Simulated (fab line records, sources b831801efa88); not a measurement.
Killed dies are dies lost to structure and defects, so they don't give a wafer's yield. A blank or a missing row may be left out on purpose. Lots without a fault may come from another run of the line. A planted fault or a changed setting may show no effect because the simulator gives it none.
Which tool did it? | flow sky130 | 10 lots, 30 wafers sampled, at 7 steps of a route of 708

WHAT THE GAUGES READ, wafer by wafer
SKY_METAL2_RS_MEAS_05: measures by four-point-probe. Usual: METAL2_ALCU_RS 0.1265 ohm/sq, standard deviation 0.0016.
lot  | measured     | on            | METAL2_ALCU_RS (ohm/sq) | flag
L722 | day 34 15:55 | film_metro-02 | 0.1253 0.1277 0.1267    |
L727 | day 36 12:29 | film_metro-02 | 0.1256 0.1555 0.1256    | OFF
L728 | day 36 16:34 | film_metro-01 | 0.1253 0.1239 0.1253    |
L729 | day 37 05:29 | film_metro-03 | 0.1276 0.1284 0.1279    |
L731 | day 38 00:29 | film_metro-01 | 0.1549 0.1559 0.1246    | OFF
L733 | day 38 04:42 | film_metro-03 | 0.1275 0.1277 0.1278    |
L734 | day 38 11:43 | film_metro-03 | 0.1272 0.1275 0.1266    |
L736 | day 38 14:29 | film_metro-01 | 0.1251 0.1244 0.1240    |
L738 | day 39 12:01 | film_metro-03 | 0.1287 0.1270 0.1272    |
L741 | day 39 23:49 | film_metro-01 | 0.1266 0.1268 0.1275    |

SKY_METAL2_THK_MEAS_06: measures by xrf. Usual: METAL2_ALCU_THK 250 nm, standard deviation 3.3.
lot  | measured     | on            | METAL2_ALCU_THK (nm) | flag
L722 | day 34 16:02 | film_metro-02 | 251 247 250          |
L727 | day 36 12:35 | film_metro-02 | 252 206 253          | OFF
L728 | day 36 16:41 | film_metro-01 | 253 255 254          |
L729 | day 37 05:37 | film_metro-03 | 249 248 248          |
L731 | day 38 00:35 | film_metro-01 | 206 207 255          | OFF
L733 | day 38 04:49 | film_metro-03 | 253 250 247          |
L734 | day 38 11:50 | film_metro-03 | 249 251 249          |
L736 | day 38 14:37 | film_metro-01 | 254 257 257          |
L738 | day 39 12:08 | film_metro-03 | 246 249 249          |
L741 | day 39 23:55 | film_metro-01 | 250 250 247          |

SKY_VIA2_CD_MEAS_12: target cd 200 nm. Usual: cd_nm 199.7 nm, standard deviation 1.5.
lot  | measured     | on        | cd_nm (nm)        | flag
L722 | day 36 20:15 | cd_sem-02 | 199.9 199.8 199.2 |
L727 | day 38 17:41 | cd_sem-01 | 201.0 202.2 202.7 |
L728 | day 38 20:37 | cd_sem-01 | 200.6 201.1 199.0 |
L729 | day 39 10:00 | cd_sem-01 | 199.9 200.6 200.3 |
L731 | day 40 03:48 | cd_sem-01 | 200.5 200.7 199.6 |
L733 | day 40 08:06 | cd_sem-01 | 200.8 201.3 201.5 |
L734 | day 40 14:06 | cd_sem-02 | 200.2 200.5 200.8 |
L736 | day 40 16:46 | cd_sem-02 | 198.5 201.0 200.6 |
L738 | day 41 13:10 | cd_sem-02 | 197.3 197.8 196.4 |
L741 | day 42 00:00 | cd_sem-01 | 199.0 200.1 199.8 |

WHICH TOOL RAN EACH LOT (tool, then ch and the chambers of the sampled wafers, then the start)
lot  | SKY_METAL1_SPUTTER_02        | SKY_VIA1_SPUTTER_20          | SKY_METAL2_SPUTTER_02        | SKY_METAL2_METAL_ETCH_19
L722 | pvd_sputter-02, day 32 08:35 | pvd_sputter-03, day 34 15:06 | pvd_sputter-04, day 34 15:50 | rie_metal-01 ch 1, day 35 17:19
L727 | pvd_sputter-04, day 34 06:29 | pvd_sputter-03, day 36 11:41 | pvd_sputter-04, day 36 12:22 | rie_metal-01 ch 1, day 37 15:28
L728 | pvd_sputter-04, day 34 12:38 | pvd_sputter-03, day 36 15:47 | pvd_sputter-02, day 36 16:29 | rie_metal-01 ch 0, day 37 18:16
L729 | pvd_sputter-01, day 34 22:38 | pvd_sputter-03, day 37 04:43 | pvd_sputter-03, day 37 05:24 | rie_metal-02 ch 0, day 38 07:25
L731 | pvd_sputter-04, day 35 18:11 | pvd_sputter-01, day 37 23:40 | pvd_sputter-04, day 38 00:21 | rie_metal-03 ch 1, day 39 02:04
L733 | pvd_sputter-04, day 35 22:32 | pvd_sputter-01, day 38 03:56 | pvd_sputter-03, day 38 04:37 | rie_metal-01 ch 1, day 39 06:16
L734 | pvd_sputter-02, day 36 04:50 | pvd_sputter-01, day 38 10:57 | pvd_sputter-03, day 38 11:38 | rie_metal-01 ch 1, day 39 12:25
L736 | pvd_sputter-02, day 36 07:37 | pvd_sputter-04, day 38 13:43 | pvd_sputter-02, day 38 14:24 | rie_metal-01 ch 1, day 39 15:31
L738 | pvd_sputter-04, day 37 05:05 | pvd_sputter-01, day 39 10:08 | pvd_sputter-03, day 39 11:46 | rie_metal-01 ch 0,1, day 40 12:28
L741 | pvd_sputter-02, day 37 19:56 | pvd_sputter-01, day 39 23:00 | pvd_sputter-03, day 39 23:41 | rie_metal-01 ch 0,1, day 41 00:06
- SKY_METAL1_SPUTTER_02: material AlCu, target thk 250 nm, time 13.3 s.
- SKY_VIA1_SPUTTER_20: material TiN, target thk 20 nm, time 80 s.
- SKY_METAL2_SPUTTER_02: material AlCu, target thk 250 nm, time 13.3 s.
- SKY_METAL2_METAL_ETCH_19: etches the open film in Cl2/BCl3, stops on SiO2, target depth 360 nm, time 78 s.

WHAT THE TOOLS THEMSELVES READ (means of the sampled wafers that have a number; where no wafer has one, the mark that the record gives instead)
SKY_METAL1_SPUTTER_02. Usual: throttle_valve_pct 29.9 %, standard deviation 1.2.
lot  | tool           | throttle_valve_pct (%) | flag
L722 | pvd_sputter-02 | 30.1                   |
L727 | pvd_sputter-04 | 29.5                   |
L728 | pvd_sputter-04 | 29.8                   |
L729 | pvd_sputter-01 | 30.1                   |
L731 | pvd_sputter-04 | 28.8                   |
L733 | pvd_sputter-04 | 29.7                   |
L734 | pvd_sputter-02 | 30.3                   |
L736 | pvd_sputter-02 | 29.7                   |
L738 | pvd_sputter-04 | 29.7                   |
L741 | pvd_sputter-02 | 30.0                   |

SKY_VIA1_SPUTTER_20. Usual: throttle_valve_pct 29.9 %, standard deviation 1.2.
lot  | tool           | throttle_valve_pct (%) | flag
L722 | pvd_sputter-03 | 29.4                   |
L727 | pvd_sputter-03 | 30.1                   |
L728 | pvd_sputter-03 | 30.1                   |
L729 | pvd_sputter-03 | 28.9                   |
L731 | pvd_sputter-01 | 30.3                   |
L733 | pvd_sputter-01 | 29.8                   |
L734 | pvd_sputter-01 | 29.9                   |
L736 | pvd_sputter-04 | 30.6                   |
L738 | pvd_sputter-01 | 30.1                   |
L741 | pvd_sputter-01 | 29.5                   |

SKY_METAL2_SPUTTER_02. Usual: throttle_valve_pct 29.9 %, standard deviation 1.2.
lot  | tool           | throttle_valve_pct (%) | flag
L722 | pvd_sputter-04 | 29.7                   |
L727 | pvd_sputter-04 | 29.8                   |
L728 | pvd_sputter-02 | 29.7                   |
L729 | pvd_sputter-03 | 30.4                   |
L731 | pvd_sputter-04 | 29.8                   |
L733 | pvd_sputter-03 | 28.7                   |
L734 | pvd_sputter-03 | 30.1                   |
L736 | pvd_sputter-02 | 29.8                   |
L738 | pvd_sputter-03 | 29.5                   |
L741 | pvd_sputter-03 | 30.0                   |

SKY_METAL2_METAL_ETCH_19. Usual: bcl3_flow_sccm 30.01 sccm, standard deviation 0.083; drypump_motor_current_A 5.7 A, standard deviation 0.32; oes_product_au 0.855 a.u., standard deviation 0.0055; rf_fwd_power_W 893.3 W, standard deviation 2.8; throttle_valve_pct 22.265 %, standard deviation 0.0085.
lot  | tool         | bcl3_flow_sccm (sccm) | drypump_motor_current_A (A) | oes_product_au (a.u.) | rf_fwd_power_W (W) | throttle_valve_pct (%) | flag
L722 | rie_metal-01 | 30.02                 | 5.3                         | 0.855                 | 894.3              | 22.265                 |
L727 | rie_metal-01 | 29.89                 | 5.3                         | 0.843                 | 890.7              | 22.256                 |
L728 | rie_metal-01 | 29.95                 | 5.8                         | 0.858                 | 889.8              | 22.261                 |
L729 | rie_metal-02 | 29.99                 | 6.0                         | 0.856                 | 894.8              | 22.261                 |
L731 | rie_metal-03 | 29.99                 | 6.0                         | 0.833                 | 893.1              | 22.261                 | OFF
L733 | rie_metal-01 | 29.97                 | 5.3                         | 0.854                 | 893.9              | 22.269                 |
L734 | rie_metal-01 | 30.06                 | 5.3                         | 0.853                 | 893.6              | 22.258                 |
L736 | rie_metal-01 | 30.03                 | 5.3                         | 0.859                 | 890.7              | 22.263                 |
L738 | rie_metal-01 | 30.09                 | 5.5                         | 0.852                 | 893.2              | 22.271                 |
L741 | rie_metal-01 | 29.99                 | 5.5                         | 0.852                 | 894.0              | 22.267                 |

THE ANSWER, worked out from the rows above alone
Rule: a lot is off if the mean of its wafers that have a number lies more than 3 standard deviations from the usual mean. A lot without any number at a reading at which 4 lots or more have one is off too. The other lots that the step has rows for count as sound. The gauges are gone through in route order, then the tools' own readings, and for those a lot's mean is taken as printed above. The first step at which some lot is off is used, and at that step the reading that is off furthest; a lot without a number counts as furthest.
Off: L727, L731, at SKY_METAL2_RS_MEAS_05 (METAL2_ALCU_RS).
A tool fits if, at a process step before that reading, it ran every lot that is off, and no sound lot after the first of them. The gauges at SKY_METAL2_RS_MEAS_05 are tried like those tools. One fits: pvd_sputter-04 at SKY_METAL2_SPUTTER_02. Its last sound lot is L722 (day 34 15:50), its first lot that is off L727 (day 36 12:22): a fault that began between those two fits.

WHAT THE SIMULATOR HAD PUT IN
Process parameter drift: pvd_sputter-04, from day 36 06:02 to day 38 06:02, at SKY_METAL2_SPUTTER_02. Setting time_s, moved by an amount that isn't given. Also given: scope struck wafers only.
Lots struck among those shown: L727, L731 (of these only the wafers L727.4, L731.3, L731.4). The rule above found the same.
